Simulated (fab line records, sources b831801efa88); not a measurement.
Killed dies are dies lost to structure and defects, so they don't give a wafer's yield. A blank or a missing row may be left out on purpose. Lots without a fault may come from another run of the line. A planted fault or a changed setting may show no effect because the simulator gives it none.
A struck lot beside a sound one | flow gf180mcu | 18 steps out of a route of 602
Sound: wafers L593.2, L593.3, L593.4. Struck: wafers L607.2, L607.3, L607.5. The cause comes at the end.
At each step with rows: each side's tool, then ch and its chambers, then its first start. Under that, the readings that differ: sound wafers | struck wafers | difference of the means | sigmas: that difference in standard deviations of wafers without a fault.
alike: readings whose means differ by less than 2 such deviations, and words and numbers that are the same on both sides. not compared: withheld readings, readings that some wafer has no value for, bounds like >300 that may hide the same value, and numbers for which the record gives no deviation and whose values overlap.
The two part at a step that has a row with sigmas, a row that says differs or no value, or rows on one side only. Numbers that don't overlap but have no deviation are shown without sigmas and don't part them. A reading that every wafer of one side lacks parts them only if that side has two wafers or more.

GF_V2_ETCH_17: etches SiO2 in C4F8/O2/Ar, stops on TiN, target depth 630 nm.
  sound on rie_diel-02 ch 0,1,3; struck on rie_diel-01 ch 0,2
  alike: oes_product_au
GF_V2_STRIP_18: strips in O2/N2.
  sound on plasma_asher-01 ch 0,1, day 20 10:01; struck on plasma_asher-02 ch 1, day 25 16:21
  reading            | sound       | struck      | difference | sigmas
  heater_power_w (W) | 378 380 377 | 304 298 304 | -76        | -2
  alike: drypump_motor_current_A, o2_flow_sccm, oes_product_au
  not compared: rf_hours_counter_h
then, 5 steps without rows for these wafers: GF_V2_STRIP_19 (strips in post etch residue remover, time 1200 s); GF_V2_CLEAN_20 (cleans in DIW); GF_V2_SPUTTER_21 (material Ti, target thk 15 nm, time 80.02 s); GF_V2_SPUTTER_22 (material TiN, target thk 10 nm, time 40 s); GF_V2_CVD_23 (deposits W, target thk 350 nm, time 104.94 s).
GF_V2_RS_MEAS_24: measures by four-point-probe.
  sound on film_metro-04, day 20 10:46; struck on film_metro-03, day 25 17:10
  alike: V2_W_RS
GF_V2_THK_MEAS_25: measures by xrf.
  sound on film_metro-04, day 20 10:53; struck on film_metro-03, day 25 17:16
  alike: V2_W_THK
GF_V2_CMP_26: polishes, stops on SiO2, t overpolish 15 s, target thk 0 nm.
  sound on cmp-01 ch 1,2,3, day 20 10:56; struck on cmp-01 ch 0,2,3, day 25 17:19
  alike: motor_current_A, overpolish_run_s, time_to_endpoint_s
GF_M3_SPUTTER_00: material Ti, target thk 37.5 nm, time 150 s.
  sound on pvd_sputter-01, day 20 11:14; struck on pvd_sputter-02, day 25 17:37
  alike: cathode_dc_power_W, chamber_pressure_pa, throttle_valve_pct
then, 1 step without rows for these wafers: GF_M3_SPUTTER_01 (material TiN, target thk 30 nm, time 25 s).
GF_M3_SPUTTER_02: material AlCu, target thk 450 nm, time 23.9 s.
  sound on pvd_sputter-01, day 20 11:22; struck on pvd_sputter-02, day 25 17:45
  no value came back on the struck wafers for cathode_dc_power_W (W), chamber_pressure_pa (Pa), throttle_valve_pct (%); on the sound wafers cathode_dc_power_W (W) reads 10599 10602 10598
GF_M3_SPUTTER_03: material Ti, target thk 10 nm, time 6.7 s.
  sound on pvd_sputter-01, day 20 11:23; struck on pvd_sputter-02, day 25 17:47
  alike: cathode_dc_power_W, chamber_pressure_pa, throttle_valve_pct
then, 1 step without rows for these wafers: GF_M3_SPUTTER_04 (material TiN, target thk 50 nm, time 41.7 s).
GF_M3_RS_MEAS_05: measures by four-point-probe.
  sound on film_metro-01, day 20 11:28; struck on film_metro-01, day 25 17:52
  reading             | sound                | struck               | difference | sigmas
  M3_ALCU_RS (ohm/sq) | 0.0699 0.0689 0.0705 | 7.2119 7.2168 7.2084 | +7.1426    | +99 or more
GF_M3_THK_MEAS_06: measures by xrf.
  sound on film_metro-01, day 20 11:35; struck on film_metro-01, day 25 17:58
  reading          | sound       | struck   | difference | sigmas
  M3_ALCU_THK (nm) | 446 450 441 | <0 <0 <0 | differs    |
then, 1 step without rows for these wafers: GF_M3_DEHYDRATE_07 (time 60 s).

WHERE THEY PART
First at GF_V2_STRIP_18; last, within this record, at GF_M3_THK_MEAS_06.

WHY: what the simulator had put in
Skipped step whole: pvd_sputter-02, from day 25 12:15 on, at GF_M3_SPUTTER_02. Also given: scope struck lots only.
